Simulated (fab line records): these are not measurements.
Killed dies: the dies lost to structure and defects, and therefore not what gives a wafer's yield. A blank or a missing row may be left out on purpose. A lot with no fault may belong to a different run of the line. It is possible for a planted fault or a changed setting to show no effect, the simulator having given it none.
Which of the tools did it?	flow gf180mcu	Sampling: 13 lots, 39 wafers, 5 of 602 route steps

## WHAT THE GAUGES READ, wafer by wafer
GF_NSD_CD_MEAS_07 targets a cd of 400 nm. Usual: cd_nm 400.3 nm, standard deviation 2.1.
lot	measured	on	cd_nm (nm)	flag
L551	day 13 13:27	cd_sem-01	402.0 400.0 399.7	
L553	day 13 21:56	cd_sem-02	396.2 399.5 396.0	
L552	day 13 23:38	cd_sem-02	400.4 399.1 400.7	
L560	day 16 17:41	cd_sem-02	400.1 403.4 398.2	
L562	day 17 08:45	cd_sem-02	397.7 399.6 397.5	
L564	day 17 22:06	cd_sem-01	397.1 398.2 397.8	
L565	day 18 01:01	cd_sem-01	400.0 397.1 400.0	
L566	day 18 14:35	cd_sem-01	397.7 398.2 399.8	
L568	day 19 09:47	cd_sem-01	401.5 399.9 400.0	
L570	day 19 18:13	cd_sem-01	399.8 399.4 399.7	
L572	day 20 10:34	cd_sem-02	401.5 402.5 402.8	
L573	day 20 20:31	cd_sem-01	401.0 404.0 399.8	
L574	day 21 04:43	cd_sem-02	401.3 399.2 401.7	

GF_NSD_OVL_MEAS_08. Usual: for NSD_OVL the level is 0.3 nm and the standard deviation is 1.3.
lot	measured	on	NSD_OVL (nm)	flag
L551	day 13 13:34	overlay-01	0.6 0.6 2.1	
L553	day 13 22:02	overlay-01	-0.3 -2.7 -1.8	
L552	day 13 23:45	overlay-02	-0.1 -0.3 2.2	
L560	day 16 17:47	overlay-01	-0.6 -0.9 0.1	
L562	day 17 08:52	overlay-01	-0.5 -1.0 -0.9	
L564	day 17 22:13	overlay-01	-0.1 -0.2 -0.7	
L565	day 18 01:07	overlay-01	3.1 1.3 0.8	
L566	day 18 14:42	overlay-01	-0.7 0.0 -0.1	
L568	day 19 09:53	overlay-02	1.8 1.4 1.0	
L570	day 19 18:19	overlay-01	-0.5 2.5 0.9	
L572	day 20 10:40	overlay-02	0.4 -0.6 1.0	
L573	day 20 20:37	overlay-02	-0.9 0.0 0.2	
L574	day 21 04:50	overlay-02	-0.1 1.0 0.0	

GF_PSD_RS_MEAS_15: measurement is done with a four-point probe. Usual: for PSD_RS the level is 108.59 ohm/sq and the standard deviation is 0.29.
lot	measured	on	PSD_RS (ohm/sq)	flag
L551	day 14 11:10	film_metro-03	108.59 108.82 108.50	
L553	day 14 20:02	film_metro-02	108.61 108.79 109.16	
L552	day 14 21:21	film_metro-03	108.59 108.66 108.35	
L560	day 17 17:00	film_metro-02	108.99 108.89 108.91	
L562	day 18 10:04	film_metro-03	108.75 108.90 108.71	
L564	day 18 23:10	film_metro-01	108.54 108.81 108.69	
L565	day 19 02:13	film_metro-03	108.22 108.42 108.60	
L566	day 19 16:07	film_metro-02	108.41 108.62 108.55	
L568	day 20 10:39	film_metro-03	108.76 108.45 108.79	
L570	day 20 19:26	film_metro-02	108.67 108.41 108.28	
L572	day 21 11:28	film_metro-02	108.39 108.82 108.85	
L573	day 21 21:11	film_metro-02	109.14 108.76 109.10	
L574	day 22 05:20	film_metro-01	108.63 108.48 108.54	

GF_SALICIDE_RS_MEAS_04: measurement is done with a four-point probe. Usual: for SALICIDE_TIN_RS the level is 16.21 ohm/sq and the standard deviation is 0.28.
lot	measured	on	SALICIDE_TIN_RS (ohm/sq)	flag
L551	day 15 09:05	film_metro-03	16.03 15.89 15.98	
L553	day 15 17:52	film_metro-02	16.19 15.78 16.11	
L552	day 15 19:41	film_metro-04	16.47 16.64 16.27	
L560	day 18 16:20	film_metro-03	16.63 30.55 16.52	OFF
L562	day 19 10:06	film_metro-02	15.74 15.76 16.13	
L564	day 19 23:48	film_metro-04	15.92 16.08 15.95	
L565	day 20 03:04	film_metro-04	16.46 16.15 16.41	
L566	day 20 16:26	film_metro-03	16.49 16.07 16.55	
L568	day 21 10:40	film_metro-04	16.27 16.00 16.13	
L570	day 21 19:54	film_metro-02	15.70 15.98 15.75	
L572	day 22 11:02	film_metro-03	16.15 16.71 16.40	
L573	day 22 21:20	film_metro-03	16.09 16.47 16.49	
L574	day 23 04:56	film_metro-03	16.17 16.62 16.73	

## WHAT TOOL EACH LOT RAN ON (gives the tool, then ch and the chambers of the sampled wafers, and finally the start)
lot	GF_SALICIDE_SPUTTER_02
L551	pvd_sputter-02, day 15 09:02
L553	pvd_sputter-02, day 15 17:46
L552	pvd_sputter-03, day 15 19:38
L560	pvd_sputter-03, day 18 16:15
L562	pvd_sputter-02, day 19 10:02
L564	pvd_sputter-04, day 19 23:45
L565	pvd_sputter-02, day 20 02:58
L566	pvd_sputter-02, day 20 16:22
L568	pvd_sputter-04, day 21 10:35
L570	pvd_sputter-04, day 21 19:50
L572	pvd_sputter-02, day 22 10:57
L573	pvd_sputter-04, day 22 21:14
L574	pvd_sputter-03, day 23 04:53
- GF_SALICIDE_SPUTTER_02: material Co, target thk 10 nm, time 20 s.

## WHAT THE TOOLS THEMSELVES READ (means of the sampled wafers that have a number; where no wafer has one, the mark that the record gives instead)
GF_SALICIDE_SPUTTER_02. Usual: throttle_valve_pct 30.2 %, standard deviation 1.2.
lot	tool	throttle_valve_pct (%)	flag
L551	pvd_sputter-02	29.2	
L553	pvd_sputter-02	30.2	
L552	pvd_sputter-03	30.4	
L560	pvd_sputter-03	30.5	
L562	pvd_sputter-02	29.8	
L564	pvd_sputter-04	30.3	
L565	pvd_sputter-02	29.9	
L566	pvd_sputter-02	28.5	
L568	pvd_sputter-04	31.1	
L570	pvd_sputter-04	30.5	
L572	pvd_sputter-02	29.3	
L573	pvd_sputter-04	29.3	
L574	pvd_sputter-03	30.5	

## THE ANSWER, worked out from the rows above alone
Rule: a lot counts as off when the mean over its wafers that have a number is more than 3 standard deviations away from the usual mean. A lot without any number at a reading at which 4 lots or more have one is off too. Any other lot the step has rows for is counted as sound. Order of review: gauges by route order, followed by the tools' own readings, for which a lot's mean as printed above is used. At the first step where some lot is off, the reading lying furthest off is the one used; lots without a number count as furthest.
Off: L560, at GF_SALICIDE_RS_MEAS_04 (SALICIDE_TIN_RS).
If a tool, at a process step before that reading, ran all the lots that are off and no sound lot after the first of them, it fits. Gauges at GF_SALICIDE_RS_MEAS_04: tried the same way as those tools. No candidate that was tried fits.

## WHAT THE SIMULATOR HAD PUT IN
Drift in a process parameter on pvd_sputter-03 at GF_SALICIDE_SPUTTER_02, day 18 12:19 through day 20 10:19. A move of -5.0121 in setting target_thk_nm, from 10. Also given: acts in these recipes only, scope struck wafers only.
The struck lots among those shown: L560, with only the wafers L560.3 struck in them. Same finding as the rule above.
